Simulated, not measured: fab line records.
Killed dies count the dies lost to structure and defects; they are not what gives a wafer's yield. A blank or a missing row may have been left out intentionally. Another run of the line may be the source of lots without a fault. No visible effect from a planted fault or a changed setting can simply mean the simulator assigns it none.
2 desks looking at one fault || flow gf180mcu || each desk holds nothing but its own numbers, with what lay behind them at the end

## METROLOGY DESK
Lot by lot, what the gauges showed, no matter which tool ran the lot: averages of those sampled wafers that carry a number. Any lot whose mean is over 4 standard deviations away from the usual mean is out of limits and marked OUT; that distance is given in the brackets.
Columns: A = cd_nm at GF_V4_CD_MEAS_14, usual 260.4 nm; B = V4_W_RS at GF_V4_RS_MEAS_24, usual 0.327 ohm/sq; C = V4_W_THK at GF_V4_THK_MEAS_25, usual 352 nm
{"lot": "L650", "first seen here": "day 25 17:29", "A": 262.8, "B": 0.327, "C": 351}
{"lot": "L651", "first seen here": "day 26 05:34", "A": 260.5, "B": 0.324, "C": 353}
{"lot": "L652", "first seen here": "day 26 14:39", "A": 261.7, "B": 0.333, "C": 349}
{"lot": "L657", "first seen here": "day 27 22:44", "A": 259.5, "B": 0.327, "C": 354}
{"lot": "L659", "first seen here": "day 28 18:11", "A": 260.1, "B": 0.328, "C": 347}
{"lot": "L660", "first seen here": "day 28 20:00", "A": 260.1, "B": "0.275 (-13) OUT", "C": "424 (+17) OUT"}
{"lot": "L661", "first seen here": "day 29 07:51", "A": 260.3, "B": "0.276 (-13) OUT", "C": "417 (+15) OUT"}
{"lot": "L662", "first seen here": "day 29 11:08", "A": 259.1, "B": 0.328, "C": 351}
{"lot": "L663", "first seen here": "day 29 16:23", "A": 259.9, "B": 0.331, "C": 346}
{"lot": "L664", "first seen here": "day 29 21:26", "A": 258.8, "B": "0.268 (-15) OUT", "C": "432 (+19) OUT"}
This desk finds L660, L661, L664 out of limits, with the earliest case on L660 at day 28 21:02 (V4_W_RS at GF_V4_RS_MEAS_24). In limits: L650, L651, L652, L657, L659, L662, L663.

## THE TOOL OWNER'S DESK: cvd_w-01
The tool's own readings at GF_V4_CVD_23 (deposits W, target thk 350 nm, time 104.9 s): means of the sampled wafers that have a number, for each lot that ran on this tool. Any lot whose mean is over 4 standard deviations away from the usual mean is out of limits and marked OUT; that distance is given in the brackets.
Columns: A = chamber_pressure_Torr at GF_V4_CVD_23, usual 40.01 Torr; B = heater_power_outer_w at GF_V4_CVD_23, usual 515 W; C = heater_power_w at GF_V4_CVD_23, usual 859 W
{"lot": "L650", "first seen here": "day 25 18:25", "A": 39.97, "B": 486, "C": 783}
{"lot": "L651", "first seen here": "day 26 06:31", "A": 39.96, "B": 500, "C": 784}
{"lot": "L657", "first seen here": "day 27 23:41", "A": 40.08, "B": 479, "C": 799}
{"lot": "L659", "first seen here": "day 28 19:05", "A": 39.94, "B": 505, "C": 793}
{"lot": "L660", "first seen here": "day 28 20:55", "A": "56.65 (+99 or more) OUT", "B": 482, "C": 791}
{"lot": "L661", "first seen here": "day 29 08:53", "A": "56.58 (+99 or more) OUT", "B": 502, "C": 794}
{"lot": "L664", "first seen here": "day 29 22:23", "A": "56.64 (+99 or more) OUT", "B": 485, "C": 777}
This desk's finding: out of limits on L660, L661, L664; first on L660, day 28 20:55 (chamber_pressure_Torr at GF_V4_CVD_23). In limits: L650, L651, L657, L659.

## ALL TOGETHER
At day 28 20:55, on L660, L661, L664, the tool owner's desk was in a position to raise an alarm.
At day 28 21:02 the metrology desk could have sounded an alarm, on L660, L661, L664.
All the named lots went through GF_V4_CVD_23 on cvd_w-01.

## WHAT HAD BEEN PUT IN BY THE SIMULATOR
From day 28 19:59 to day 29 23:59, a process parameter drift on cvd_w-01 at GF_V4_CVD_23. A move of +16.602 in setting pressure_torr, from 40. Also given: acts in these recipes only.
Lots struck among those shown: L660, L661, L664.
Hours from the fault's start to each desk's first reading out of limits: the tool owner's desk, 1; the metrology desk, 1.
